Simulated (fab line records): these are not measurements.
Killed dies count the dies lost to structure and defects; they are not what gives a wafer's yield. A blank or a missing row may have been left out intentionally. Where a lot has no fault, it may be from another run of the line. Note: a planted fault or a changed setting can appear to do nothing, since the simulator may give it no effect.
fab line records	flow gf180mcu
record lots=13	wafers=39	last_day=34
route steps=602 shown STI@1 NWELL@49 MVSD@75
lots untouched by any fault: they come from a run of this same line in which no faults occurred
start_h: hours from the record's opening day to when the first of the lot's shown wafers began	wait_h: time in hours since the lot's previous step	" identical to the entry in the row above	L1.1+2: one row covering several wafers at once	- no value, or no start was given	* or withheld: withheld	< > ~ a bound
route shown NAME@n: names a module that has steps shown in the file, with the first one's number in the route	usual: average and standard deviation across the fault-free wafers	same: alike in all rows	chamber/n: place in a boat	sites: each site's reading	_std_site: the values' standard deviation	_edge_site: the outer-site mean with the inner-site mean subtracted	radius_mm: for every site, how far away it sits from the centre of the wafer	mask NAME#n: copy n	behind: tool/chamber where the wafer was last shaped	hold: what put the lot on hold/how long, in hours/how the hold closed	device: transistor that didn't switch, given as n, p or np	end of line: the same wafers' tests at the end of the route	a step given without rows: its recipe and nothing more	killed: at the first sort, the dies lost to defects and structure; wafer yield is something else	map: the dies of a wafer, with x for killed, . for not killed, _ for no die there
set.NAME: the setting as run; set.NAME@STEP: as run at that earlier step	model.NAME: the simulator's own value behind a step, which no gauge read
a sample of lots followed through the steps of the route, with each step as a table and each wafer as a row
services: from which hour (start_h, from the record's first day; less than 0 if before it) a tool's chamber was out of use, for how many hours, and why
## steps
# step GF_STI_BOW_MEAS_00
# recipe mode=bow
# usual INCOMING_BOW=1/6.1
lot.wafer	tool	chamber	start_h	wait_h	INCOMING_BOW[um]
L415.2	film_metro-03	-	10.02	-	-1
L415.4	"	-	"	"	-4
L415.6	"	-	"	"	2
L417.3	film_metro-01	-	20.04	-	5
L417.4	"	-	"	"	13
L417.6	"	-	"	"	1
L421.3	film_metro-03	-	40.04	-	4
L421.4	"	-	"	"	7
L421.6	"	-	"	"	-1
L423.1	film_metro-03	-	50.00	-	-4
L423.2	"	-	"	"	7
L423.4	"	-	"	"	-12
L424.2	film_metro-04	-	55.02	-	-4
L424.3	"	-	"	"	-4
L424.4	"	-	"	"	10
L426.4	film_metro-04	-	65.06	-	8
L426.5	"	-	"	"	-10
L426.6	"	-	"	"	-2
L427.1	film_metro-01	-	70.00	-	-10
L427.2	"	-	"	"	-4
L427.4	"	-	"	"	9
L428.2	film_metro-03	-	75.02	-	-2
L428.3	"	-	"	"	-9
L428.4	"	-	"	"	-3
L430.1	film_metro-04	-	85.00	-	4
L430.2	"	-	"	"	1
L430.5	"	-	"	"	-4
L433.4	film_metro-04	-	100.06	-	0
L433.5	"	-	"	"	-3
L433.6	"	-	"	"	-8
L435.1	film_metro-03	-	110.00	-	-2
L435.3	"	-	"	"	0
L435.5	"	-	"	"	13
L436.2	film_metro-03	-	115.02	-	11
L436.3	"	-	"	"	3
L436.6	"	-	"	"	-4
L437.3	film_metro-01	-	120.04	-	4
L437.5	"	-	"	"	0
L437.6	"	-	"	"	5
# step GF_STI_THK_MEAS_30
# recipe reads=SiO2_of_STI_OXIDATION_29
# usual STI_OXIDATION_02_THK=9.97/0.19
lot.wafer	tool	chamber	start_h	wait_h	STI_OXIDATION_02_THK[nm]
L415.2	film_metro-03	-	30.55	0.0	9.85
L415.4	"	-	"	"	10.00
L415.6	"	-	"	"	9.73
L417.3	film_metro-03	-	40.26	0.0	9.86
L417.4	"	-	"	"	9.88
L417.6	"	-	"	"	9.88
L421.3	film_metro-03	-	62.42	0.0	10.01
L421.4	"	-	"	"	9.89
L421.6	"	-	"	"	9.93
L423.1	film_metro-01	-	71.88	0.0	10.18
L423.2	"	-	"	"	10.16
L423.4	"	-	"	"	10.08
L424.2	film_metro-01	-	78.19	0.0	10.07
L424.3	"	-	"	"	10.14
L424.4	"	-	"	"	9.93
L426.4	film_metro-03	-	87.49	0.0	9.98
L426.5	"	-	"	"	10.12
L426.6	"	-	"	"	10.04
L427.1	film_metro-04	-	92.91	0.0	9.94
L427.2	"	-	"	"	10.07
L427.4	"	-	"	"	9.93
L428.2	film_metro-03	-	97.92	0.0	10.35
L428.3	"	-	"	"	10.39
L428.4	"	-	"	"	10.32
L430.1	film_metro-04	-	107.72	0.0	9.68
L430.2	"	-	"	"	9.74
L430.5	"	-	"	"	9.80
L433.4	film_metro-01	-	124.19	0.0	9.65
L433.5	"	-	"	"	9.55
L433.6	"	-	"	"	9.71
L435.1	film_metro-04	-	136.66	0.0	10.09
L435.3	"	-	"	"	9.98
L435.5	"	-	"	"	10.17
L436.2	film_metro-04	-	141.48	0.0	10.08
L436.3	"	-	"	"	10.15
L436.6	"	-	"	"	10.10
L437.3	film_metro-04	-	149.14	0.0	9.95
L437.5	"	-	"	"	10.18
L437.6	"	-	"	"	10.07
# step GF_NWELL_OVL_MEAS_07
# usual NWELL_OVL=0.3/1
lot.wafer	tool	chamber	start_h	wait_h	NWELL_OVL[nm]
L415.2	overlay-01	-	56.22	-	-1.2
L415.4	"	-	"	"	0.8
L415.6	"	-	"	"	-0.7
L417.3	overlay-02	-	65.36	-	-0.7
L417.4	"	-	"	"	0.1
L417.6	"	-	"	"	-0.6
L421.3	overlay-02	-	90.66	-	0.4
L421.4	"	-	"	"	-0.9
L421.6	"	-	"	"	0.1
L423.1	overlay-02	-	101.35	-	1.9
L423.2	"	-	"	"	0.5
L423.4	"	-	"	"	2.3
L424.2	overlay-01	-	107.05	-	1.3
L424.3	"	-	"	"	-0.7
L424.4	"	-	"	"	0.0
L426.4	overlay-02	-	116.23	-	0.7
L426.5	"	-	"	"	0.2
L426.6	"	-	"	"	2.4
L427.1	overlay-02	-	122.40	-	-0.1
L427.2	"	-	"	"	-0.3
L427.4	"	-	"	"	-0.2
L428.2	overlay-01	-	127.35	-	0.6
L428.3	"	-	"	"	1.3
L428.4	"	-	"	"	1.4
L430.1	overlay-02	-	138.21	-	0.6
L430.2	"	-	"	"	2.5
L430.5	"	-	"	"	0.8
L433.4	overlay-02	-	154.63	-	1.5
L433.5	"	-	"	"	-0.5
L433.6	"	-	"	"	0.7
L435.1	overlay-02	-	167.34	-	1.2
L435.3	"	-	"	"	1.0
L435.5	"	-	"	"	0.4
L436.2	overlay-01	-	173.35	-	-0.5
L436.3	"	-	"	"	-0.8
L436.6	"	-	"	"	-0.7
L437.3	overlay-01	-	182.16	-	0.4
L437.5	"	-	"	"	-0.5
L437.6	"	-	"	"	0.8
# step GF_MVSD_IMPLANT_09
# recipe species=P	energy_kev=100	dose_cm2=5e+12	tilt_deg=0
# usual beam_on_s=9.98/0.19	dose_ions_cm2=5e+12/5.8e+09	faraday_current_uA=28.3/0.54	tilt_deg=0.005/0.019
lot.wafer	tool	chamber	start_h	wait_h	beam_on_s	dose_ions_cm2	faraday_current_uA	tilt_deg
L415.2	implanter-03	0	85.14	0.1	9.78	5.008e+12	28.6	-0.030
L415.4	"	0	"	"	9.84	5.004e+12	28.6	-0.024
L415.6	"	0	"	"	10.10	5.006e+12	28.0	-0.033
L417.3	implanter-01	0	93.27	0.1	9.83	5.005e+12	28.7	-0.002
L417.4	"	0	"	"	9.82	4.998e+12	28.7	0.012
L417.6	"	0	"	"	10.29	4.999e+12	27.4	0.000
L421.3	implanter-03	0	119.62	0.1	9.86	4.99e+12	28.6	0.023
L421.4	"	0	"	"	9.87	4.995e+12	28.6	0.019
L421.6	"	0	"	"	9.85	4.992e+12	28.6	-0.006
L423.1	implanter-03	0	132.15	0.1	10.15	8.295e+12	45.9	0.014
L423.2	"	0	"	"	10.15	8.293e+12	46.1	0.009
L423.4	"	0	"	"	10.16	8.297e+12	46.0	0.042
L424.2	implanter-03	0	137.56	0.1	10.06	8.283e+12	46.5	-0.001
L424.3	"	0	"	"	9.97	8.292e+12	47.0	0.024
L424.4	"	0	"	"	10.16	8.29e+12	46.0	0.006
L426.4	implanter-03	0	147.64	0.1	9.86	8.297e+12	47.3	0.020
L426.5	"	0	"	"	10.47	8.294e+12	44.4	0.002
L426.6	"	0	"	"	9.70	8.289e+12	48.1	0.022
L427.1	implanter-02	0	154.42	0.1	9.85	4.999e+12	28.7	-0.005
L427.2	"	0	"	"	9.91	5.003e+12	28.3	-0.002
L427.4	"	0	"	"	10.31	4.996e+12	27.5	-0.009
L428.2	implanter-02	0	159.26	0.1	10.13	5.002e+12	27.7	0.003
L428.3	"	0	"	"	9.70	4.989e+12	29.0	0.003
L428.4	"	0	"	"	10.16	4.997e+12	27.7	-0.007
L430.1	implanter-01	0	170.72	0.1	9.78	5.001e+12	28.8	0.013
L430.2	"	0	"	"	10.03	5.005e+12	28.2	0.014
L430.5	"	0	"	"	9.79	5.003e+12	28.8	0.022
L433.4	implanter-02	0	188.31	0.1	10.06	4.99e+12	28.1	0.024
L433.5	"	0	"	"	9.76	4.989e+12	28.9	0.012
L433.6	"	0	"	"	9.82	4.984e+12	28.7	0.040
L435.1	implanter-02	0	201.97	0.1	9.98	5.009e+12	28.3	-0.009
L435.3	"	0	"	"	9.66	5.005e+12	29.2	-0.005
L435.5	"	0	"	"	10.09	5.012e+12	28.0	0.008
L436.2	implanter-02	0	208.75	0.1	10.05	5.001e+12	28.0	0.001
L436.3	"	0	"	"	9.89	5.006e+12	28.6	0.000
L436.6	"	0	"	"	10.05	4.996e+12	28.1	0.009
L437.3	implanter-01	0	217.78	0.1	9.97	5e+12	28.3	0.032
L437.5	"	0	"	"	9.96	5.003e+12	28.3	0.025
L437.6	"	0	"	"	10.05	5.001e+12	28.1	0.011
# step GF_MVSD_TW_MEAS_11
# usual MVSD_TW=1587/11
lot.wafer	tool	chamber	start_h	wait_h	MVSD_TW
L415.2	film_metro-04	-	85.38	0.1	1598
L415.4	"	-	"	"	1608
L415.6	"	-	"	"	1591
L417.3	film_metro-02	-	93.49	0.1	1576
L417.4	"	-	"	"	1589
L417.6	"	-	"	"	1587
L421.3	film_metro-02	-	119.84	0.1	1578
L421.4	"	-	"	"	1579
L421.6	"	-	"	"	1574
L423.1	film_metro-02	-	132.40	0.1	1632
L423.2	"	-	"	"	1624
L423.4	"	-	"	"	1618
L424.2	film_metro-03	-	137.79	0.1	1626
L424.3	"	-	"	"	1620
L424.4	"	-	"	"	1622
L426.4	film_metro-04	-	147.85	0.1	1629
L426.5	"	-	"	"	1639
L426.6	"	-	"	"	1635
L427.1	film_metro-02	-	154.67	0.1	1566
L427.2	"	-	"	"	1573
L427.4	"	-	"	"	1567
L428.2	film_metro-02	-	159.49	0.1	1570
L428.3	"	-	"	"	1572
L428.4	"	-	"	"	1581
L430.1	film_metro-04	-	170.97	0.1	1599
L430.2	"	-	"	"	1595
L430.5	"	-	"	"	1596
L433.4	film_metro-03	-	188.51	0.1	1586
L433.5	"	-	"	"	1587
L433.6	"	-	"	"	1587
L435.1	film_metro-02	-	202.22	0.1	1587
L435.3	"	-	"	"	1583
L435.5	"	-	"	"	1583
L436.2	film_metro-02	-	208.99	0.1	1580
L436.3	"	-	"	"	1580
L436.6	"	-	"	"	1583
L437.3	film_metro-04	-	218.00	0.1	1597
L437.5	"	-	"	"	1590
L437.6	"	-	"	"	1586
# step GF_VT_IMPLANT_RS_MEAS_46
# recipe thk_meas_gauge=four-point-probe
# usual MVSD_RS=456.6/1.2
lot.wafer	tool	chamber	start_h	wait_h	MVSD_RS[ohm/sq]
L415.2	film_metro-03	-	159.42	0.1	454.7
L415.4	"	-	"	"	454.2
L415.6	"	-	"	"	454.1
L417.3	film_metro-03	-	169.65	0.1	456.0
L417.4	"	-	"	"	455.4
L417.6	"	-	"	"	456.7
L421.3	film_metro-02	-	200.73	0.1	458.4
L421.4	"	-	"	"	455.8
L421.6	"	-	"	"	458.1
L423.1	film_metro-04	-	214.16	0.1	416.2
L423.2	"	-	"	"	417.3
L423.4	"	-	"	"	416.4
L424.2	film_metro-03	-	221.86	0.1	416.6
L424.3	"	-	"	"	416.4
L424.4	"	-	"	"	416.5
L426.4	film_metro-02	-	233.36	0.1	417.1
L426.5	"	-	"	"	417.3
L426.6	"	-	"	"	417.6
L427.1	film_metro-04	-	242.14	0.1	459.2
L427.2	"	-	"	"	457.7
L427.4	"	-	"	"	458.6
L428.2	film_metro-02	-	246.83	0.1	458.3
L428.3	"	-	"	"	457.8
L428.4	"	-	"	"	459.0
L430.1	film_metro-04	-	259.79	0.1	457.1
L430.2	"	-	"	"	457.1
L430.5	"	-	"	"	458.3
L433.4	film_metro-04	-	277.15	0.1	454.5
L433.5	"	-	"	"	454.6
L433.6	"	-	"	"	455.4
L435.1	film_metro-04	-	293.64	0.1	457.9
L435.3	"	-	"	"	457.9
L435.5	"	-	"	"	458.2
L436.2	film_metro-02	-	301.71	0.1	457.8
L436.3	"	-	"	"	456.8
L436.6	"	-	"	"	458.6
L437.3	film_metro-03	-	310.55	0.1	454.2
L437.5	"	-	"	"	455.0
L437.6	"	-	"	"	456.0
## services
tool	chamber	start_h	hours	kind
implanter-01	-	70.73	6.1	pm
implanter-01	-	81.93	6.0	repair
implanter-03	-	87.10	3.0	repair
implanter-01	-	121.54	4.6	repair
implanter-01	-	129.67	2.9	repair
implanter-01	-	180.26	6.3	repair
## key
first_sign step=GF_MVSD_IMPLANT_09	reading=dose_ions_cm2	direction=up	sigmas=99+	usual=5e+12	struck=8.292e+12
effect step=GF_MVSD_IMPLANT_09	reading=faraday_current_uA	direction=up	sigmas=34	usual=28.3	struck=46.4
effect step=GF_MVSD_TW_MEAS_11	reading=MVSD_TW	direction=up	sigmas=3.7	usual=1587	struck=1627
effect step=GF_VT_IMPLANT_RS_MEAS_46	reading=MVSD_RS	direction=down	sigmas=33	usual=456.6	struck=416.8
met_at GF_MVSD_IMPLANT_09
struck_lots L423,L424,L426
tester_left_out L423,L424,L426
not_acting_at GF_STI_BOW_MEAS_00,GF_STI_THK_MEAS_30,GF_NWELL_OVL_MEAS_07
onset_between 119.62 132.15
fault kind=process_parameter_drift	tool=implanter-03	chamber=-	onset_h=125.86	steps=GF_MVSD_IMPLANT_09	channel=dose_cm2	offset=3.2992e+12	shape=step	end_h=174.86	acts_in=these_recipes_only	stated=5e+12
# tester_left_out: of these lots the tester's yield and bins aren't shown, on N5 and GAA mostly nor the transistor test; their killed dies are dies lost to structure and defects alone, not to doping, threshold or leakage, so they don't give the yield
